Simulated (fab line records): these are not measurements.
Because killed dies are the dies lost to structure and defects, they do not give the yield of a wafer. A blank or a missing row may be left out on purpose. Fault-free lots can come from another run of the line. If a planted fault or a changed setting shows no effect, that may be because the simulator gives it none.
Which tool was responsible? || flow sky130 || 11 lots, 33 wafers sampled, at 7 steps of a route of 708

== WHAT THE GAUGES SHOWED, per wafer ==
SKY_FIELD_ISO_CD_MEAS_13 targets a cd of 150 nm. Usual: cd nm 150.0 nm, standard deviation 1.5.
{"lot": "L854", "measured": "day 2 15:47", "on": "cd sem-01", "cd nm (nm)": "147.8 147.5 148.2", "flag": ""}
{"lot": "L855", "measured": "day 2 20:53", "on": "cd sem-01", "cd nm (nm)": "149.5 150.2 151.3", "flag": ""}
{"lot": "L856", "measured": "day 3 00:48", "on": "cd sem-01", "cd nm (nm)": "150.5 149.5 149.3", "flag": ""}
{"lot": "L857", "measured": "day 3 07:43", "on": "cd sem-02", "cd nm (nm)": "151.1 149.5 150.9", "flag": ""}
{"lot": "L859", "measured": "day 3 22:14", "on": "cd sem-01", "cd nm (nm)": "153.2 152.4 151.7", "flag": ""}
{"lot": "L864", "measured": "day 4 21:47", "on": "cd sem-02", "cd nm (nm)": "152.1 152.0 150.6", "flag": ""}
{"lot": "L867", "measured": "day 5 10:43", "on": "cd sem-02", "cd nm (nm)": "152.5 152.8 153.2", "flag": ""}
{"lot": "L868", "measured": "day 5 16:08", "on": "cd sem-02", "cd nm (nm)": "147.5 148.3 148.0", "flag": ""}
{"lot": "L872", "measured": "day 6 15:37", "on": "cd sem-02", "cd nm (nm)": "149.1 149.3 147.9", "flag": ""}
{"lot": "L873", "measured": "day 6 20:29", "on": "cd sem-02", "cd nm (nm)": "151.3 150.8 151.5", "flag": ""}
{"lot": "L875", "measured": "day 7 06:45", "on": "cd sem-02", "cd nm (nm)": "150.0 150.1 152.4", "flag": ""}

SKY_RES_XHIGH_TW_MEAS_09. Usual: RES_XHIGH_TW gives 1655 (standard deviation 12).
{"lot": "L854", "measured": "day 27 23:10", "on": "film metro-02", "RES_XHIGH_TW": "1643 1647 1660", "flag": ""}
{"lot": "L855", "measured": "day 28 07:06", "on": "film metro-01", "RES_XHIGH_TW": "1690 1688 1675", "flag": ""}
{"lot": "L856", "measured": "day 28 00:26", "on": "film metro-02", "RES_XHIGH_TW": "1658 1662 1651", "flag": ""}
{"lot": "L857", "measured": "day 29 00:29", "on": "film metro-02", "RES_XHIGH_TW": "1649 1653 1653", "flag": ""}
{"lot": "L859", "measured": "day 30 01:11", "on": "film metro-02", "RES_XHIGH_TW": "1657 1659 1663", "flag": ""}
{"lot": "L864", "measured": "day 32 03:51", "on": "film metro-02", "RES_XHIGH_TW": "1403 1399 1398", "flag": "OFF"}
{"lot": "L867", "measured": "day 32 09:47", "on": "film metro-03", "RES_XHIGH_TW": "1385 1387 1393", "flag": "OFF"}
{"lot": "L868", "measured": "day 32 07:27", "on": "film metro-02", "RES_XHIGH_TW": "1404 1407 1407", "flag": "OFF"}
{"lot": "L872", "measured": "day 33 12:35", "on": "film metro-03", "RES_XHIGH_TW": "1644 1641 1652", "flag": ""}
{"lot": "L873", "measured": "day 33 16:15", "on": "film metro-03", "RES_XHIGH_TW": "1644 1642 1642", "flag": ""}
{"lot": "L875", "measured": "day 34 13:35", "on": "film metro-03", "RES_XHIGH_TW": "1640 1643 1654", "flag": ""}

SKY_SD_N_RS_MEAS_18: measures by four-point-probe. Usual: RES_XHIGH_RS gives 333.2 ohm/sq (standard deviation 1.1).
{"lot": "L854", "measured": "day 29 03:44", "on": "film metro-01", "RES_XHIGH_RS (ohm/sq)": "333.4 332.6 332.0", "flag": ""}
{"lot": "L855", "measured": "day 29 11:37", "on": "film metro-01", "RES_XHIGH_RS (ohm/sq)": "334.0 335.4 334.2", "flag": ""}
{"lot": "L856", "measured": "day 29 05:53", "on": "film metro-01", "RES_XHIGH_RS (ohm/sq)": "333.5 332.6 334.8", "flag": ""}
{"lot": "L857", "measured": "day 30 06:12", "on": "film metro-03", "RES_XHIGH_RS (ohm/sq)": "332.8 332.4 334.1", "flag": ""}
{"lot": "L859", "measured": "day 31 06:08", "on": "film metro-02", "RES_XHIGH_RS (ohm/sq)": "334.2 333.0 332.9", "flag": ""}
{"lot": "L864", "measured": "day 33 07:39", "on": "film metro-01", "RES_XHIGH_RS (ohm/sq)": "527.2 524.0 529.3", "flag": "OFF"}
{"lot": "L867", "measured": "day 33 13:25", "on": "film metro-03", "RES_XHIGH_RS (ohm/sq)": "529.0 527.8 529.0", "flag": "OFF"}
{"lot": "L868", "measured": "day 33 11:31", "on": "film metro-02", "RES_XHIGH_RS (ohm/sq)": "526.8 526.1 524.2", "flag": "OFF"}
{"lot": "L872", "measured": "day 34 16:02", "on": "film metro-02", "RES_XHIGH_RS (ohm/sq)": "333.0 332.9 333.7", "flag": ""}
{"lot": "L873", "measured": "day 34 19:22", "on": "film metro-02", "RES_XHIGH_RS (ohm/sq)": "333.4 333.9 334.0", "flag": ""}
{"lot": "L875", "measured": "day 35 17:31", "on": "film metro-03", "RES_XHIGH_RS (ohm/sq)": "335.0 333.7 333.3", "flag": ""}

SKY_VIA1_BOW_MEAS_03. Usual: VIA1_BOW gives 82 um (standard deviation 7.9).
{"lot": "L854", "measured": "day 34 00:35", "on": "film metro-01", "VIA1_BOW (um)": "75 82 70", "flag": ""}
{"lot": "L855", "measured": "day 34 08:17", "on": "film metro-02", "VIA1_BOW (um)": "81 89 88", "flag": ""}
{"lot": "L856", "measured": "day 34 04:20", "on": "film metro-01", "VIA1_BOW (um)": "82 80 75", "flag": ""}
{"lot": "L857", "measured": "day 35 04:05", "on": "film metro-01", "VIA1_BOW (um)": "74 81 78", "flag": ""}
{"lot": "L859", "measured": "day 36 01:17", "on": "film metro-03", "VIA1_BOW (um)": "88 75 77", "flag": ""}
{"lot": "L864", "measured": "day 37 23:30", "on": "film metro-01", "VIA1_BOW (um)": "84 85 76", "flag": ""}
{"lot": "L867", "measured": "day 38 04:54", "on": "film metro-01", "VIA1_BOW (um)": "83 89 75", "flag": ""}
{"lot": "L868", "measured": "day 38 04:39", "on": "film metro-01", "VIA1_BOW (um)": "93 72 88", "flag": ""}
{"lot": "L872", "measured": "day 39 08:33", "on": "film metro-02", "VIA1_BOW (um)": "91 82 89", "flag": ""}
{"lot": "L873", "measured": "day 39 08:58", "on": "film metro-02", "VIA1_BOW (um)": "96 91 88", "flag": ""}
{"lot": "L875", "measured": "day 40 05:47", "on": "film metro-01", "VIA1_BOW (um)": "80 77 100", "flag": ""}

SKY_VIA1_CD_MEAS_12 targets a cd of 150 nm. Usual: cd nm 149.9 nm, standard deviation 1.5.
{"lot": "L854", "measured": "day 35 03:21", "on": "cd sem-01", "cd nm (nm)": "149.6 151.7 150.3", "flag": ""}
{"lot": "L855", "measured": "day 35 11:08", "on": "cd sem-02", "cd nm (nm)": "151.2 150.3 151.6", "flag": ""}
{"lot": "L856", "measured": "day 35 06:58", "on": "cd sem-01", "cd nm (nm)": "150.0 150.7 151.8", "flag": ""}
{"lot": "L857", "measured": "day 36 06:29", "on": "cd sem-02", "cd nm (nm)": "148.6 148.7 149.2", "flag": ""}
{"lot": "L859", "measured": "day 37 03:15", "on": "cd sem-01", "cd nm (nm)": "149.8 150.3 151.6", "flag": ""}
{"lot": "L864", "measured": "day 39 01:09", "on": "cd sem-02", "cd nm (nm)": "151.1 150.1 150.1", "flag": ""}
{"lot": "L867", "measured": "day 39 05:54", "on": "cd sem-01", "cd nm (nm)": "151.8 153.0 153.2", "flag": ""}
{"lot": "L868", "measured": "day 39 05:35", "on": "cd sem-02", "cd nm (nm)": "149.8 148.7 149.8", "flag": ""}
{"lot": "L872", "measured": "day 40 09:09", "on": "cd sem-01", "cd nm (nm)": "149.0 148.5 150.2", "flag": ""}
{"lot": "L873", "measured": "day 40 09:32", "on": "cd sem-01", "cd nm (nm)": "148.4 146.8 148.2", "flag": ""}
{"lot": "L875", "measured": "day 41 05:28", "on": "cd sem-01", "cd nm (nm)": "149.3 148.4 146.9", "flag": ""}

== EACH LOT AND THE TOOL THAT RAN IT (in order: tool; ch and the chambers of the sampled wafers; start) ==
{"lot": "L854", "SKY_RES_XHIGH_IMPLANT_07": "implanter-03 ch 0, day 27 22:57", "SKY_RES_XHIGH_STRIP_08": "plasma asher-02 ch 0,1, day 27 23:05"}
{"lot": "L855", "SKY_RES_XHIGH_IMPLANT_07": "implanter-04 ch 0, day 28 06:51", "SKY_RES_XHIGH_STRIP_08": "plasma asher-01 ch 0, day 28 07:00"}
{"lot": "L856", "SKY_RES_XHIGH_IMPLANT_07": "implanter-04 ch 0, day 28 00:12", "SKY_RES_XHIGH_STRIP_08": "plasma asher-03 ch 0,1, day 28 00:20"}
{"lot": "L857", "SKY_RES_XHIGH_IMPLANT_07": "implanter-02 ch 0, day 29 00:14", "SKY_RES_XHIGH_STRIP_08": "plasma asher-02 ch 0, day 29 00:23"}
{"lot": "L859", "SKY_RES_XHIGH_IMPLANT_07": "implanter-02 ch 0, day 30 00:56", "SKY_RES_XHIGH_STRIP_08": "plasma asher-01 ch 0,1, day 30 01:05"}
{"lot": "L864", "SKY_RES_XHIGH_IMPLANT_07": "implanter-04 ch 0, day 32 03:36", "SKY_RES_XHIGH_STRIP_08": "plasma asher-02 ch 0,1, day 32 03:45"}
{"lot": "L867", "SKY_RES_XHIGH_IMPLANT_07": "implanter-04 ch 0, day 32 09:32", "SKY_RES_XHIGH_STRIP_08": "plasma asher-03 ch 0, day 32 09:41"}
{"lot": "L868", "SKY_RES_XHIGH_IMPLANT_07": "implanter-04 ch 0, day 32 07:14", "SKY_RES_XHIGH_STRIP_08": "plasma asher-01 ch 0,1, day 32 07:22"}
{"lot": "L872", "SKY_RES_XHIGH_IMPLANT_07": "implanter-03 ch 0, day 33 12:20", "SKY_RES_XHIGH_STRIP_08": "plasma asher-03 ch 0,1, day 33 12:29"}
{"lot": "L873", "SKY_RES_XHIGH_IMPLANT_07": "implanter-02 ch 0, day 33 16:02", "SKY_RES_XHIGH_STRIP_08": "plasma asher-01 ch 0,1, day 33 16:10"}
{"lot": "L875", "SKY_RES_XHIGH_IMPLANT_07": "implanter-03 ch 0, day 34 13:21", "SKY_RES_XHIGH_STRIP_08": "plasma asher-02 ch 0,1, day 34 13:29"}
- SKY_RES_XHIGH_IMPLANT_07
- SKY_RES_XHIGH_STRIP_08: strips in O2/N2.

== AS READ BY THE TOOLS THEMSELVES (means over the sampled wafers that have a number; for cases with no such wafer, the mark the record gives instead) ==
SKY_RES_XHIGH_IMPLANT_07. Usual: beam on s 38 s, standard deviation 3.8; dose ions cm2 3.602e+14, standard deviation 3.6e+11; faraday current uA 542, standard deviation 55.
{"lot": "L854", "tool": "implanter-03", "beam on s (s)": 36, "dose ions cm2": 3.604e+14, "faraday current uA": 559, "flag": ""}
{"lot": "L855", "tool": "implanter-04", "beam on s (s)": 42, "dose ions cm2": 3.601e+14, "faraday current uA": 480, "flag": ""}
{"lot": "L856", "tool": "implanter-04", "beam on s (s)": 42, "dose ions cm2": 3.604e+14, "faraday current uA": 482, "flag": ""}
{"lot": "L857", "tool": "implanter-02", "beam on s (s)": 33, "dose ions cm2": 3.602e+14, "faraday current uA": 618, "flag": ""}
{"lot": "L859", "tool": "implanter-02", "beam on s (s)": 33, "dose ions cm2": 3.601e+14, "faraday current uA": 606, "flag": ""}
{"lot": "L864", "tool": "implanter-04", "beam on s (s)": 24, "dose ions cm2": 2.043e+14, "faraday current uA": 473, "flag": "OFF"}
{"lot": "L867", "tool": "implanter-04", "beam on s (s)": 24, "dose ions cm2": 2.040e+14, "faraday current uA": 470, "flag": "OFF"}
{"lot": "L868", "tool": "implanter-04", "beam on s (s)": 24, "dose ions cm2": 2.039e+14, "faraday current uA": 478, "flag": "OFF"}
{"lot": "L872", "tool": "implanter-03", "beam on s (s)": 37, "dose ions cm2": 3.603e+14, "faraday current uA": 543, "flag": ""}
{"lot": "L873", "tool": "implanter-02", "beam on s (s)": 33, "dose ions cm2": 3.607e+14, "faraday current uA": 607, "flag": ""}
{"lot": "L875", "tool": "implanter-03", "beam on s (s)": 38, "dose ions cm2": 3.599e+14, "faraday current uA": 532, "flag": ""}

SKY_RES_XHIGH_STRIP_08. Usual: drypump motor current A 5.4 A, standard deviation 0.35; oes product au 0.711 a.u., standard deviation 0.0044; strip time to endpoint s 14.27 s, standard deviation 0.036.
{"lot": "L854", "tool": "plasma asher-02", "drypump motor current A (A)": 5.3, "oes product au (a.u.)": 0.706, "strip time to endpoint s (s)": 14.23, "flag": ""}
{"lot": "L855", "tool": "plasma asher-01", "drypump motor current A (A)": 5.8, "oes product au (a.u.)": 0.712, "strip time to endpoint s (s)": 14.25, "flag": ""}
{"lot": "L856", "tool": "plasma asher-03", "drypump motor current A (A)": 5.7, "oes product au (a.u.)": 0.713, "strip time to endpoint s (s)": 14.28, "flag": ""}
{"lot": "L857", "tool": "plasma asher-02", "drypump motor current A (A)": 5.1, "oes product au (a.u.)": 0.713, "strip time to endpoint s (s)": 14.27, "flag": ""}
{"lot": "L859", "tool": "plasma asher-01", "drypump motor current A (A)": 5.2, "oes product au (a.u.)": 0.715, "strip time to endpoint s (s)": 14.27, "flag": ""}
{"lot": "L864", "tool": "plasma asher-02", "drypump motor current A (A)": 5.2, "oes product au (a.u.)": 0.713, "strip time to endpoint s (s)": 14.21, "flag": ""}
{"lot": "L867", "tool": "plasma asher-03", "drypump motor current A (A)": 5.3, "oes product au (a.u.)": 0.715, "strip time to endpoint s (s)": 14.14, "flag": "OFF"}
{"lot": "L868", "tool": "plasma asher-01", "drypump motor current A (A)": 5.4, "oes product au (a.u.)": 0.716, "strip time to endpoint s (s)": 14.15, "flag": "OFF"}
{"lot": "L872", "tool": "plasma asher-03", "drypump motor current A (A)": 5.5, "oes product au (a.u.)": 0.711, "strip time to endpoint s (s)": 14.28, "flag": ""}
{"lot": "L873", "tool": "plasma asher-01", "drypump motor current A (A)": 5.2, "oes product au (a.u.)": 0.709, "strip time to endpoint s (s)": 14.23, "flag": ""}
{"lot": "L875", "tool": "plasma asher-02", "drypump motor current A (A)": 5.3, "oes product au (a.u.)": 0.716, "strip time to endpoint s (s)": 14.24, "flag": ""}

== THE ANSWER, worked out from the rows above alone ==
Rule: take the mean of a lot's wafers that have a number; if it is more than 3 standard deviations from the usual mean, the lot is off. A lot without any number at a reading at which 4 lots or more have one is off too. All remaining lots with rows at the step are treated as sound. The gauges are gone through in route order, then the tools' own readings, and for those a lot's mean is taken as printed above. At the first step where some lot is off, the reading lying furthest off is the one used; lots without a number count as furthest.
Off: L864, L867, L868, at SKY_RES_XHIGH_TW_MEAS_09 (RES_XHIGH_TW).
A tool fits if, at a process step before that reading, it ran every lot that is off, and no sound lot after the first of them. Not tried: the gauges at SKY_RES_XHIGH_TW_MEAS_09; whatever is off there is also off at SKY_RES_XHIGH_IMPLANT_07, on other tools, and gauge error can't account for it. One fits: SKY_RES_XHIGH_IMPLANT_07 on implanter-04. Its last sound lot is L855 (day 28 06:51), its first lot that is off L864 (day 32 03:36): a fault that began between those two fits.
The tool's own readings at SKY_RES_XHIGH_IMPLANT_07 bear it out: on the lots that are off they differ by more than 5 times the standard deviation of the sound lots' means. dose ions cm2 reads 2.041e+14 there against 3.603e+14 on the sound lots.

== WHAT THE SIMULATOR HAD PUT IN ==
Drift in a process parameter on implanter-04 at SKY_RES_XHIGH_IMPLANT_07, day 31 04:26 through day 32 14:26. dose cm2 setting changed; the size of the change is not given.
Lots struck among those shown: L864, L867, L868. The rule above found the same.
